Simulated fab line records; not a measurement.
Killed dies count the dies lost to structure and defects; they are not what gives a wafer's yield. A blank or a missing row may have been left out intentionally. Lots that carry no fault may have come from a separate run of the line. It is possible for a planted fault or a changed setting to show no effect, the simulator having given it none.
fab line records	flow sky130
[record] lots = 7	wafers = 18	lastDay = 50
route steps=708 shown METAL1@441 PAD_OPEN@708
lots that met no fault: taken from a fault-free run of the same line
startH: start of the lot's first displayed wafer, in hours after the record's first day	waitH: hours elapsed since this lot's preceding step	" repeats the value in the row above	L1.1+2: a single row standing in for several wafers	- no value, or no start given	* or withheld: withheld	< > ~ a bound
route shown NAME@n: NAME is a module with steps in the file, n the number in the route of the first one	usual: mean and standard deviation over wafers with no fault	same: alike in all rows	chamber/n: place in a boat	sites: readings site by site	_std_site: the values' standard deviation	_edge_site: inner sites' mean taken away from outer sites' mean	radiusMm: how far each site lies from the wafer's centre	mask NAME#n: copy n	behind: the most recent tool/chamber to have shaped the wafer	hold: why the lot went on hold/how many hours it stayed there/how the hold came to an end	device: the transistor (n, p or np) that didn't switch	end of line: tests run on the same wafers once the route is complete	a step with no rows: only its recipe	killed: at the first sort, the dies lost to defects and structure; wafer yield is something else	map: a wafer's dies, marking killed ones x, the rest . and places with no die _
set.NAME: the run value of the setting; set.NAME@STEP: its run value at that earlier step	model.NAME: the simulator's own value behind a step, which no gauge read
lots seen at some steps along the route; tables by step, rows by wafer
services: when a tool's chamber went out of use (startH, in hours from the record's first day, below 0 if earlier), for how many hours, and the reason
[[steps]]
[step SKY_METAL1_DEHYDRATE_07]
[recipe] tempC = 200	timeS = 60
[step SKY_METAL1_HMDS_08]
[recipe] primeTimeS = 60	primeTempC = 120
[step SKY_METAL1_COAT_09]
[recipe] resist = BARC	tempC = withheld	timeS = withheld	spinRpm = 3000	resistThkNm = 60
[step SKY_METAL1_COAT_10]
[recipe] resist = KrF-thick	spinRpm = 3000	resistThkNm = 450
[step SKY_METAL1_SOFTBAKE_11]
[recipe] tempC = 100	timeS = 90	resist = KrF-thick
[step SKY_METAL1_EXPOSE_12]
[recipe] maskId = MM1	na = 0.8	sourceShape = annular	sigmaInner = 0.55	sigmaOuter = 0.85	targetCdNm = 140	doseMj = 28
[step SKY_METAL1_PEB_13]
[recipe] pebTempC = withheld	pebTimeS = withheld	resist = KrF-thick
[step SKY_METAL1_DEVELOP_14]
[recipe] developTimeS = 60	resist = KrF-thick	devTempC = 21
[step SKY_METAL1_CD_MEAS_15]
[recipe] targetCdNm = 140
[usual] cdNm = 139.7/1.6
lot.wafer	tool	chamber	startH	waitH	cdNm
L638.2	cdSem-02	-	752.38	-	140.3
L638.3	"	-	"	"	143.1
L638.6	"	-	"	"	141.1
L639.1	cdSem-01	-	770.67	-	139.0
L639.5	"	-	"	"	138.7
L639.6	"	-	"	"	139.7
L646.2	cdSem-01	-	829.04	-	137.5
L646.4	"	-	"	"	136.5
L649.2	cdSem-01	-	852.28	-	139.7
L649.3	"	-	"	"	141.8
L651.4	cdSem-01	-	864.93	-	142.2
L651.5	"	-	"	"	140.2
L655.2	cdSem-01	-	898.93	-	141.1
L655.3	"	-	"	"	140.7
L655.4	"	-	"	"	140.9
L659.1	cdSem-01	-	929.38	-	137.2
L659.3	"	-	"	"	138.4
L659.4	"	-	"	"	138.4
[step SKY_METAL1_OVL_MEAS_16]
[usual] METAL1_OVL = -5/6.7
lot.wafer	tool	chamber	startH	waitH	METAL1_OVL[nm]
L638.2	overlay-02	-	752.48	0.1	-12
L638.3	"	-	"	"	-5
L638.6	"	-	"	"	-4
L639.1	overlay-01	-	770.79	0.1	-6
L639.5	"	-	"	"	-6
L639.6	"	-	"	"	-15
L646.2	overlay-01	-	829.14	0.1	-4
L646.4	"	-	"	"	-4
L649.2	overlay-02	-	852.38	0.1	5
L649.3	"	-	"	"	-4
L651.4	overlay-01	-	865.01	0.1	-1
L651.5	"	-	"	"	0
L655.2	overlay-02	-	899.03	0.1	-4
L655.3	"	-	"	"	-21
L655.4	"	-	"	"	1
L659.1	overlay-01	-	929.50	0.1	-8
L659.3	"	-	"	"	-6
L659.4	"	-	"	"	1
[step SKY_METAL1_DESCUM_17]
[recipe] chemistry = O2	sourcePowerW = 150	biasPowerW = 0	pressureMtorr = 10	tempC = 40	timeS = 8
[usual] drypumpMotorCurrentA = 5.9/0.57	oesProductAu = 1.003/0.011
lot.wafer	tool	chamber	startH	waitH	drypumpMotorCurrentA	oesProductAu	rfHoursCounterH
L638.2	rieMetal-03	0	752.52	0.0	5.0	1.006	-
L638.3	"	0	"	"	5.0	1.004	-
L638.6	"	0	"	"	5.0	1.006	-
L639.1	rieMetal-04	0	770.82	0.0	6.1	0.994	12
L639.5	"	1	"	"	6.3	0.987	-
L639.6	"	0	"	"	6.1	0.991	-
L646.2	rieMetal-03	1	829.19	0.0	5.1	1.011	-
L646.4	"	1	"	"	5.1	1.007	-
L649.2	rieMetal-03	0	852.41	0.0	5.0	1.009	4
L649.3	"	0	"	"	5.0	1.000	-
L651.4	rieMetal-03	1	865.04	0.0	5.1	1.008	-
L651.5	"	1	"	"	5.1	1.017	-
L655.2	rieMetal-01	0	899.07	0.0	6.3	1.028	-
L655.3	"	0	"	"	6.3	1.019	-
L655.4	"	0	"	"	6.3	1.021	-
L659.1	rieMetal-04	1	929.54	0.0	6.4	0.995	5
L659.3	"	1	"	"	6.3	0.983	-
L659.4	"	0	"	"	6.1	0.995	-
[step SKY_METAL1_ETCH_18]
[recipe] chemistry = N2/H2	target = BARC	ionEnergyEv = 200	biasW = 100	pressureMtorr = 30	n2FlowSccm = 100	h2FlowSccm = 200	icpW = 500	stopOn = SiO2	timeS = 45.9	targetDepthA = 600
[usual] drypumpMotorCurrentA = 5.9/0.58	oesProductAu = 0.853/0.0047	throttleValvePct = 13.225/0.0099
lot.wafer	tool	chamber	startH	waitH	drypumpMotorCurrentA	oesProductAu	rfHoursCounterH	throttleValvePct
L638.2	rieMetal-03	0	752.60	0.1	4.9	0.845	-	13.229
L638.3	"	0	"	"	4.9	0.846	-	13.229
L638.6	"	0	"	"	4.9	0.852	-	13.226
L639.1	rieMetal-04	0	770.86	0.0	6.1	0.858	12	13.229
L639.5	"	1	"	"	6.3	0.850	-	13.212
L639.6	"	0	"	"	6.1	0.855	-	13.222
L646.2	rieMetal-03	1	829.26	0.1	5.1	0.855	-	13.223
L646.4	"	1	"	"	5.1	0.850	-	13.237
L649.2	rieMetal-03	0	852.44	0.0	5.0	0.858	4	13.231
L649.3	"	0	"	"	5.0	0.846	-	13.221
L651.4	rieMetal-03	1	865.08	0.0	5.1	0.846	-	13.208
L651.5	"	1	"	"	5.1	0.856	-	13.221
L655.2	rieMetal-01	0	899.15	0.1	6.3	0.854	-	13.231
L655.3	"	0	"	"	6.3	0.853	-	13.213
L655.4	"	0	"	"	6.3	0.852	-	13.238
L659.1	rieMetal-04	1	929.57	0.0	6.3	0.849	5	13.219
L659.3	"	1	"	"	6.3	0.858	-	13.224
L659.4	"	0	"	"	6.1	0.854	-	13.230
[step SKY_METAL1_METAL_ETCH_19]
[recipe] targetDepthA = 3600	stopOn = SiO2	overEtchFrac = 0.3	timeS = 78	chemistry = Cl2/BCl3	resistSidewallDeg = 88	pressureMtorr = 10	icpW = 900	biasW = 48.5	Cl2_flow_sccm = 60	bcl3FlowSccm = 30
[usual] drypumpMotorCurrentA = 5.9/0.57	mfcCl2Sccm = 60.03/0.2	oesProductAu = 0.852/0.0055	throttleValvePct = 22.265/0.0088
[same] overEtchFrac = 0.3
lot.wafer	tool	chamber	startH	waitH	drypumpMotorCurrentA	mfcCl2Sccm	oesProductAu	rfHoursCounterH	throttleValvePct	model.KrF-thick_of_METAL1_COAT_10.thkNm	model.METAL1.cdNm	model.SiO2_of_CONTACT_HDPCVD_02.thkNm
L638.2	rieMetal-03	0	752.73	0.1	5.0	60.06	0.858	-	22.282	156.6	138.2	325.6
L638.3	"	0	"	"	5.0	59.87	0.864	-	22.270	158.9	141.4	326.3
L638.6	"	0	"	"	5.0	59.93	0.857	-	22.275	156.8	138.9	325.8
L639.1	rieMetal-04	0	770.92	0.0	6.1	59.98	0.853	12	22.260	162.6	138.5	324.5
L639.5	"	1	"	"	6.3	60.01	0.858	-	22.265	161.9	135.8	323.7
L639.6	"	0	"	"	6.1	59.74	0.854	-	22.271	166.3	138.2	325.3
L646.2	rieMetal-03	1	829.39	0.1	5.1	60.04	0.855	-	22.268	54.53	124.4	320.7
L646.4	"	1	"	"	5.1	60.16	0.853	-	22.270	160.3	136.7	325.4
L649.2	rieMetal-03	0	852.51	0.0	4.9	60.33	0.860	4	22.245	52.38	126.5	321.5
L649.3	"	0	"	"	4.9	60.02	0.852	-	22.272	157.3	140.4	327
L651.4	rieMetal-03	1	865.15	0.1	5.1	60.33	0.849	-	22.255	156.8	142.7	325
L651.5	"	1	"	"	5.1	59.94	0.856	-	22.267	46.67	127.3	319.9
L655.2	rieMetal-01	0	899.28	0.1	6.2	60.19	0.854	-	22.263	154.5	139.8	326.7
L655.3	"	0	"	"	6.3	59.89	0.851	-	22.258	155.3	140.7	325.5
L655.4	"	0	"	"	6.2	60.08	0.858	-	22.275	154.3	139.8	326.9
L659.1	rieMetal-04	1	929.64	0.0	6.3	59.08	0.853	5	22.255	164.6	138	326.4
L659.3	"	1	"	"	6.3	59.48	0.852	-	22.279	163.1	138.3	326.2
L659.4	"	0	"	"	6.1	60.10	0.858	-	22.268	158.3	136.5	326.8
[step SKY_METAL1_STRIP_20]
[recipe] chemistry = O2/N2	powerW = 1400	pressureMtorr = 1500	platenTempC = withheld	o2FlowSccm = 3000	n2FlowSccm = 300	overashFraction = 0.5
[usual] drypumpMotorCurrentA = 5.8/0.54	oesProductAu = 0.342/0.0049	stripTimeToEndpointS = 2.69/0.041
[same] overashFraction = 0.5
lot.wafer	tool	chamber	startH	waitH	drypumpMotorCurrentA	oesProductAu	rfHoursCounterH	stripTimeToEndpointS
L638.2	plasmaAsher-01	0	752.88	0.1	6.5	0.339	94	2.68
L638.3	"	1	"	"	6.6	0.348	-	2.69
L638.6	"	1	"	"	6.6	0.346	-	2.68
L639.1	plasmaAsher-01	1	771.01	0.1	6.6	0.344	96	2.73
L639.5	"	1	"	"	6.6	0.346	-	2.75
L639.6	"	0	"	"	6.5	0.348	-	2.78
L646.2	plasmaAsher-01	0	829.54	0.1	6.5	0.290	102	1.53
L646.4	"	0	"	"	6.5	0.335	-	2.71
L649.2	plasmaAsher-04	0	852.60	0.1	5.6	0.297	73	1.52
L649.3	"	0	"	"	5.5	0.337	-	2.67
L651.4	plasmaAsher-02	0	865.24	0.1	5.3	0.344	-	2.67
L651.5	"	0	"	"	5.4	0.282	-	1.45
L655.2	plasmaAsher-02	0	899.43	0.1	5.3	0.346	15	2.66
L655.3	"	1	"	"	5.7	0.343	-	2.65
L655.4	"	0	"	"	5.3	0.342	-	2.63
L659.1	plasmaAsher-01	0	929.73	0.1	6.5	0.347	113	2.76
L659.3	"	1	"	"	6.6	0.343	-	2.73
L659.4	"	0	"	"	6.5	0.348	-	2.69
[step SKY_METAL1_STRIP_21]
[recipe] chemistry = postEtchResidueRemover	timeS = 1200	tempC = 72.5
[step SKY_PAD_OPEN_PROBE_99]
[usual] defectLimitedYield = 82.4/1.8	killed_at_M0_to_M3 = 45/6.8	killed_at_M4_up = 3.2/1.6	killedAtContacts = 24/5.1	killedAtFrontEnd = 14/4.4	killedAtOther = 0.4/0.65	killedDies = 87/8.8	killedOpen = 47/7.2	killedShort = 39/6.1	sort_bin_3_pad_short = 0.9/0.38	sort_bin_5_function = 10.4/1.5	sort_bin_6_memory = 6.4/1.1	sortNPass = 405/8.8	sortYieldPct = 82.4/1.8
[same] grossDies = 492	killedAtBackSide = 0	sort_bin_4_leakage[%] = 0	sort_bin_8_speed[%] = 0
lot.wafer	tool	chamber	startH	waitH	defectLimitedYield[%]	killed_at_M0_to_M3	killed_at_M4_up	killedAtContacts	killedAtFrontEnd	killedAtOther	killedDies	killedOpen	killedShort	sort_bin_3_pad_short[%]	sort_bin_5_function[%]	sort_bin_6_memory[%]	sortNPass	sortYieldPct[%]	model.etest.met1.widthNm	model.etest.met1.lineOhmUm
L638.2	prober-01	-	1063.84	0.1	83.7	43	1	23	13	0	80	47	33	1.4	10.2	4.7	412	83.7	137.2	0.9321
L638.3	prober-01	-	1063.89	0.2	80.5	40	4	34	18	0	96	50	46	0.6	10.4	8.5	396	80.5	143.4	0.8855
L638.6	prober-01	-	1064.04	0.2	84.1	43	3	18	14	0	78	47	31	1.0	8.7	6.1	414	84.1	136.9	0.9493
L639.1	prober-01	-	1079.94	0.1	81.7	54	1	20	14	1	90	50	40	0.6	11.0	6.7	402	81.7	134.6	0.9565
L639.5	prober-01	-	1080.14	0.2	84.3	41	2	25	9	0	77	36	41	1.0	8.9	5.7	415	84.3	134.4	0.9616
L639.6	prober-01	-	1080.19	0.2	82.3	49	2	25	10	1	87	48	39	0.6	11.4	5.7	405	82.3	139.8	0.8969
L646.2	prober-02	-	1123.79	0.1	82.1	44	4	25	14	1	88	47	41	0.2	11.0	6.7	404	82.1	123	1.033
L646.4	prober-02	-	1123.89	0.2	85.6	31	4	22	14	0	71	30	41	1.0	7.9	5.5	421	85.6	135.4	0.9416
L649.2	prober-02	-	1144.96	0.1	81.3	42	4	31	15	0	92	37	51	1.0	11.2	6.5	400	81.3	127.5	1.013
L649.3	prober-02	-	1145.01	0.2	81.3	49	3	25	15	0	92	45	45	1.6	10.8	6.3	400	81.3	139.3	0.9252
L651.4	prober-01	-	1150.98	0.2	82.9	41	4	22	17	0	84	49	35	0.2	8.9	7.9	408	82.9	147.1	0.8707
L651.5	prober-01	-	1151.03	0.2	83.5	37	2	24	18	0	81	45	36	0.6	11.4	4.5	411	83.5	134.2	0.9603
L655.2	prober-01	-	1174.52	0.1	85.2	42	2	15	14	0	73	44	29	0.8	9.1	4.9	419	85.2	143	0.9025
L655.3	prober-01	-	1174.57	0.2	79.3	50	7	20	25	0	102	46	55	2.0	12.8	5.9	390	79.3	139.1	0.9362
L655.4	prober-01	-	1174.62	0.2	82.1	44	6	21	17	0	88	53	35	0.4	11.2	6.3	404	82.1	137.2	0.9295
L659.1	prober-01	-	1197.09	0.1	82.3	51	4	23	9	0	87	39	48	1.0	8.7	7.9	405	82.3	136.3	0.9425
L659.3	prober-01	-	1197.19	0.2	82.5	53	4	19	10	0	86	46	40	0.4	10.4	6.7	406	82.5	138	0.9398
L659.4	prober-01	-	1197.24	0.2	79.3	53	5	31	13	0	102	51	51	1.4	11.2	8.1	390	79.3	134.6	0.9541
// killed by level:class
L638.2 VIA1:geometricParticle:open=11 CONTACT:geometricParticle:open=9 VIA1:geometricParticle:short=9 VIA3:geometricParticle:open=8 LI_CONTACT:geometricParticle:open=6 METAL1:geometricParticle:short=6 VIA2:geometricParticle:open=5 POLY_GATE:geometricParticle:open=4
L638.3 VIA1:geometricParticle:open=12 LI_CONTACT:geometricParticle:open=11 CONTACT:geometricParticle:open=10 CONTACT:geometricParticle:short=8 POLY_GATE:geometricParticle:open=6 POLY_GATE:geometricParticle:short=6 VIA1:geometricParticle:short=5 VIA3:geometricParticle:short=5
L638.6 VIA1:geometricParticle:open=8 LI_CONTACT:geometricParticle:open=7 VIA3:geometricParticle:open=7 CONTACT:geometricParticle:open=6 VIA1:geometricParticle:short=5 METAL1:geometricParticle:short=5 VIA2:geometricParticle:open=5 POLY_GATE:geometricParticle:open=4
L639.1 VIA1:geometricParticle:open=16 CONTACT:geometricParticle:open=7 FIELD_ISO:geometricParticle:open=6 METAL1:geometricParticle:short=6 VIA2:geometricParticle:open=6 CONTACT:geometricParticle:short=5 VIA3:geometricParticle:open=5 VIA2:geometricParticle:short=4
L639.5 CONTACT:geometricParticle:open=8 VIA1:geometricParticle:short=6 VIA1:geometricParticle:open=6 VIA2:geometricParticle:short=6 CONTACT:geometricParticle:short=5 METAL1:geometricParticle:short=5 VIA2:geometricParticle:open=5 FIELD_ISO:geometricParticle:open=4
L639.6 CONTACT:geometricParticle:open=11 VIA1:geometricParticle:open=10 METAL1:geometricParticle:short=6 VIA3:geometricParticle:open=6 VIA1:geometricParticle:short=5 METAL2:geometricParticle:short=5 VIA2:geometricParticle:open=5 VIA2:geometricParticle:short=5
L646.2 CONTACT:geometricParticle:open=9 VIA1:geometricParticle:open=9 VIA3:geometricParticle:open=8 METAL1:geometricParticle:short=6 VIA2:geometricParticle:open=6 FIELD_ISO:geometricParticle:open=5 LI_CONTACT:geometricParticle:open=5 METAL2:geometricParticle:short=5
L646.4 CONTACT:geometricParticle:open=6 VIA1:geometricParticle:open=6 VIA3:geometricParticle:short=6 FIELD_ISO:geometricParticle:short=4 POLY_GATE:geometricParticle:open=4 POLY_GATE:geometricParticle:short=4 LI_CONTACT:geometricParticle:open=4 LOCAL_INTERCONNECT:geometricParticle:short=4
L649.2 LI_CONTACT:geometricParticle:open=10 CONTACT:geometricParticle:open=10 METAL1:geometricParticle:short=9 POLY_GATE:geometricParticle:short=6 VIA1:geometricParticle:short=6 LI_CONTACT:geometricParticle:short=5 FIELD_ISO:geometricParticle:short=4 VIA3:geometricParticle:open=4
L649.3 CONTACT:geometricParticle:open=9 VIA3:geometricParticle:open=8 METAL1:geometricParticle:short=7 VIA2:geometricParticle:short=7 CONTACT:geometricParticle:short=6 VIA2:geometricParticle:open=6 LI_CONTACT:geometricParticle:open=5 METAL2:geometricParticle:short=5
L651.4 VIA3:geometricParticle:open=10 LI_CONTACT:geometricParticle:open=8 CONTACT:geometricParticle:open=8 VIA2:geometricParticle:open=6 VIA1:geometricParticle:open=6 FIELD_ISO:geometricParticle:short=5 POLY_GATE:geometricParticle:short=5 VIA1:geometricParticle:short=5
L651.5 VIA1:geometricParticle:open=9 LI_CONTACT:geometricParticle:open=8 VIA3:geometricParticle:open=7 CONTACT:geometricParticle:open=5 CONTACT:geometricParticle:short=5 VIA2:geometricParticle:open=5 VIA3:geometricParticle:short=5 LOCAL_INTERCONNECT:geometricParticle:short=4
L655.2 VIA1:geometricParticle:open=10 VIA2:geometricParticle:open=10 VIA3:geometricParticle:open=8 CONTACT:geometricParticle:open=6 FIELD_ISO:geometricParticle:short=5 POLY_GATE:geometricParticle:short=5 METAL2:geometricParticle:short=4 LOCAL_INTERCONNECT:geometricParticle:short=3
L655.3 FIELD_ISO:geometricParticle:short=10 VIA1:geometricParticle:open=9 CONTACT:geometricParticle:open=8 VIA3:geometricParticle:open=7 METAL2:geometricParticle:short=7 METAL4:geometricParticle:short=7 METAL1:geometricParticle:short=6 VIA1:geometricParticle:short=6
L655.4 VIA1:geometricParticle:open=12 FIELD_ISO:geometricParticle:open=9 VIA2:geometricParticle:open=8 CONTACT:geometricParticle:open=7 VIA3:geometricParticle:open=5 FIELD_ISO:geometricParticle:short=4 METAL2:geometricParticle:short=4 LI_CONTACT:geometricParticle:open=4
L659.1 VIA1:geometricParticle:open=12 CONTACT:geometricParticle:open=11 METAL1:geometricParticle:short=10 VIA1:geometricParticle:short=7 METAL2:geometricParticle:short=5 FIELD_ISO:geometricParticle:short=4 LI_CONTACT:geometricParticle:open=4 LOCAL_INTERCONNECT:geometricParticle:short=4
L659.3 VIA1:geometricParticle:open=13 VIA1:geometricParticle:short=8 METAL2:geometricParticle:short=8 METAL1:geometricParticle:short=7 VIA3:geometricParticle:open=7 LI_CONTACT:geometricParticle:open=6 CONTACT:geometricParticle:open=6 POLY_GATE:geometricParticle:open=4
L659.4 CONTACT:geometricParticle:open=14 VIA1:geometricParticle:open=10 METAL2:geometricParticle:short=8 METAL1:geometricParticle:short=7 LI_CONTACT:geometricParticle:open=6 METAL4:geometricParticle:short=5 VIA3:geometricParticle:short=5 VIA3:geometricParticle:open=5
[[services]]
tool	chamber	startH	hours	kind
plasmaAsher-02	-	733.75	9.0	pm
rieMetal-03	0	734.72	-	clean
rieMetal-03	0	734.72	14.1	scheduledDown
rieMetal-03	0	734.72	14.1	ventCycle
rieMetal-03	1	751.11	-	clean
rieMetal-03	1	751.11	17.6	scheduledDown
rieMetal-03	1	751.11	17.6	ventCycle
plasmaAsher-04	-	752.70	0.8	repair
rieMetal-04	-	762.89	2.8	pm
rieMetal-01	0	769.01	2.5	repair
rieMetal-01	-	797.92	2.1	repair
plasmaAsher-04	-	801.29	12.6	repair
rieMetal-04	1	807.09	-	clean
rieMetal-04	1	807.09	22.8	scheduledDown
rieMetal-04	1	807.09	22.8	ventCycle
plasmaAsher-02	-	821.24	12.2	pm
rieMetal-03	0	822.57	13.1	repair
plasmaAsher-04	-	842.84	0.3	repair
rieMetal-03	0	843.74	5.0	repair
rieMetal-03	-	856.31	2.8	pm
plasmaAsher-01	-	858.36	3.5	repair
rieMetal-01	-	864.28	18.1	repair
rieMetal-01	1	873.02	81.6	repair
rieMetal-04	-	913.56	0.7	repair
[[key]]
[firstSign] step = SKY_METAL1_STRIP_20	reading = stripTimeToEndpointS	direction = down	sigmas = 29	usual = *	struck = *
[effect] step = SKY_METAL1_STRIP_20	reading = oesProductAu	direction = down	sigmas = 11	usual = 0.342	struck = 0.290
[modelEffect] step = SKY_METAL1_METAL_ETCH_19	value = KrF-thick_of_METAL1_COAT_10.thkNm	without = 158.4	struck = 51.19
[modelEffect] step = SKY_PAD_OPEN_PROBE_99	value = etest.met1.widthNm	without = 140.7	struck = 128.2
metAt SKY_METAL1_METAL_ETCH_19
struckWafers L646.2,L649.2,L651.5
onsetBetween 752.73 829.39
[fault] kind = processParameterDrift	tool = rieMetal-03	chamber = -	onsetH = 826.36	steps = SKY_METAL1_METAL_ETCH_19	channel = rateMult	offset = 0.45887	shape = step	endH = 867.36	scope = struckWafersOnly
